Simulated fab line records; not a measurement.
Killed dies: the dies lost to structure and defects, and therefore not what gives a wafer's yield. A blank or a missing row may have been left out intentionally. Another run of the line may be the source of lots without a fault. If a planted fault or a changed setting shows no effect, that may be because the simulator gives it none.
Matching of chambers :: flow gf180mcu :: 3 sister chambers for GF_PASSIVATION_CVD_00 on pecvd-03
The step deposits SiO2 from TEOS, target thk 1000 nm, time 111.95 s. 3 wafers are shown with their chamber, then 8 later ones without.

== WAFERS, EACH WITH ITS CHAMBER ==
wafer: L085.1
chamber: 0
heaterPowerW (W): 905

wafer: L085.4
chamber: 1
heaterPowerW (W): 656

wafer: L089.2
chamber: 2
heaterPowerW (W): 568

== WAFERS WITH NO CHAMBER GIVEN ==
wafer: L089.4
heaterPowerW (W): 661

wafer: L089.6
heaterPowerW (W): 831

wafer: L094.1
heaterPowerW (W): 609

wafer: L094.4
heaterPowerW (W): 482

wafer: L094.5
heaterPowerW (W): 632

wafer: L096.3
heaterPowerW (W): 969

wafer: L096.4
heaterPowerW (W): 603

wafer: L096.5
heaterPowerW (W): 625

== THE CHAMBER EACH PASSED THROUGH ==
wafer: L089.4
from the rows above: can't be placed: 1 or 2
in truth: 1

wafer: L089.6
from the rows above: can't be placed: 0 or 1
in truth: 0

wafer: L094.1
from the rows above: can't be placed: 2 or 1
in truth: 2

wafer: L094.4
from the rows above: can't be placed: 2 or 1
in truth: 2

wafer: L094.5
from the rows above: can't be placed: 1 or 2
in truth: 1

wafer: L096.3
from the rows above: 0
in truth: 0

wafer: L096.4
from the rows above: can't be placed: 2 or 1
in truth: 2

wafer: L096.5
from the rows above: can't be placed: 1 or 2
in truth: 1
Correctly placed: 1 of 8. Can't be placed from these rows: 7 (the true chamber is among the candidates in 7). Placed wrongly: 0.
How it was worked out, from the rows above alone: a wafer's distance from a chamber is the root of the sum, over the readings, of the square of ((its reading less the chamber's mean) divided by the reading's scatter). If the next closest chamber is less than 2 further off than the closest, the wafer can't be placed; otherwise it belongs to the closest. A chamber's mean is the mean of its shown wafers. The scatter: with one shown wafer a chamber, the root of the mean of the squares of how far each hidden wafer lies from its nearest shown one.
